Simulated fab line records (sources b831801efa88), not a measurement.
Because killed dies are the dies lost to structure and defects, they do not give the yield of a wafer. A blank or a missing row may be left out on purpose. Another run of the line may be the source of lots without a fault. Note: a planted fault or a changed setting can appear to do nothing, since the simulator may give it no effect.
Struck lot and sound lot, side by side	flow gf180mcu	17 out of 602 route steps
Sound: these wafers, L393.3, L393.5, L393.6. Struck: wafer L396.3 (L396.1, L396.4, from the same lot, were not struck and are left out); the cause is given at the end.
Per side, at each step with rows, come the tool, then ch with its chambers, and then its first start. Under that, the readings that differ: sound wafers	struck wafers	difference of the means	sigmas: that difference in standard deviations of wafers without a fault.
alike: words and numbers the same on both sides, and readings whose means are apart by under 2 such deviations; not compared: readings that were withheld, readings missing a value for some wafer, numbers with overlapping values and no deviation given by the record, and bounds like >300 which may hide the same value.
A row with sigmas, a row that says differs or no value, or rows on one side alone: a step with any of these is where the two part. Non-overlapping numbers with no deviation appear without sigmas and do not part them. Lack of a reading on every wafer of one side parts them only where that side has two or more wafers.

first, 4 steps without rows for these wafers: GF_SAB_SOFTBAKE_05 (time 60 s); GF_SAB_EXPOSE_06 (exposes mask SAB, target cd 420 nm); GF_SAB_PEB_07; GF_SAB_DEVELOP_08 (develop time 58.63 s).
GF_SAB_CD_MEAS_09: target cd 420 nm.
  struck on cd_sem-01, day 18 19:02; sound on cd_sem-01, day 17 13:31
reading	sound	struck	difference	sigmas
cd_nm (nm)	423.1 424.6 423.3	415.2	-8.5	-4
GF_SAB_OVL_MEAS_10:
  struck on overlay-02, day 18 19:09; sound on overlay-01, day 17 13:37
  alike: SAB_OVL
GF_SAB_ETCH_11: etches SiO2 in C4F8/O2/Ar, target depth 55 nm, time 8.5 s.
  sound on rie_diel-01 ch 0,3, day 17 13:38; struck on rie_diel-01 ch 3, day 18 19:11
  alike: oes_product_au
  not compared: rf_hours_counter_h
then, 1 step without rows for these wafers: GF_SAB_WET_ETCH_12 (etches SiO2 in dHF, target depth 22 nm, time 440 s).
GF_SAB_STRIP_13: strips in O2/N2.
  sound on plasma_asher-04 ch 0,1, day 17 13:49; struck on plasma_asher-04 ch 0, day 18 19:20
  alike: drypump_motor_current_A, heater_power_w, n2_flow_sccm, oes_product_au, strip_time_to_endpoint_s
  not compared: rf_hours_counter_h
then, 2 steps without rows for these wafers: GF_SALICIDE_CLEAN_00 (cleans in SC1/SC2, time 150 s); GF_SALICIDE_WET_ETCH_01 (etches SiO2 in dHF, target depth 5 nm, time 100 s).
GF_SALICIDE_SPUTTER_02: material Co, target thk 10 nm, time 20 s.
  struck on pvd_sputter-04, day 18 19:31; sound on pvd_sputter-04, day 17 14:01
  alike: throttle_valve_pct
GF_SALICIDE_SPUTTER_03: material TiN, target thk 20 nm, time 16.7 s.
  struck on pvd_sputter-04, day 18 19:33; sound on pvd_sputter-04, day 17 14:02
reading	sound	struck	difference	sigmas
model.TiN_of_SALICIDE_SPUTTER_03.thk_nm (nm)	20.82 20.57 20.79	21.8	+1.1	
  alike: throttle_valve_pct
GF_SALICIDE_RS_MEAS_04: the measuring method here is four-point-probe.
  struck on film_metro-01, day 18 19:35; sound on film_metro-04, day 17 14:06
  alike: SALICIDE_TIN_RS
GF_SALICIDE_THK_MEAS_05: measures by xrf.
  struck on film_metro-01, day 18 19:55; sound on film_metro-04, day 17 14:12
reading	sound	struck	difference	sigmas
SALICIDE_TIN_THK (nm)	20.58 20.28 20.53	21.61	+1.15	+4
  not compared: hold
GF_SALICIDE_RTA_06: time 30 s.
  sound on rtp_anneal-02 ch 0, day 17 14:16; struck on rtp_anneal-01 ch 0, day 19 01:23
reading	sound	struck	difference	sigmas
hold	- - -	await_dispo/5.4h/release	no value on the sound wafers	
lamp_power_pct (%)	6.62 6.62 6.62	6.86	+0.24	+2
  alike: wafer_temp_C_max
GF_PASSIVATION_PROBE_99:
  the record has rows for the sound wafers here (prober-01, day 31 00:12) and none for the struck ones

== WHERE THEY PART ==
Last at GF_PASSIVATION_PROBE_99 as far as this record goes, first at GF_SAB_CD_MEAS_09.

WHY: what had been put in by the simulator
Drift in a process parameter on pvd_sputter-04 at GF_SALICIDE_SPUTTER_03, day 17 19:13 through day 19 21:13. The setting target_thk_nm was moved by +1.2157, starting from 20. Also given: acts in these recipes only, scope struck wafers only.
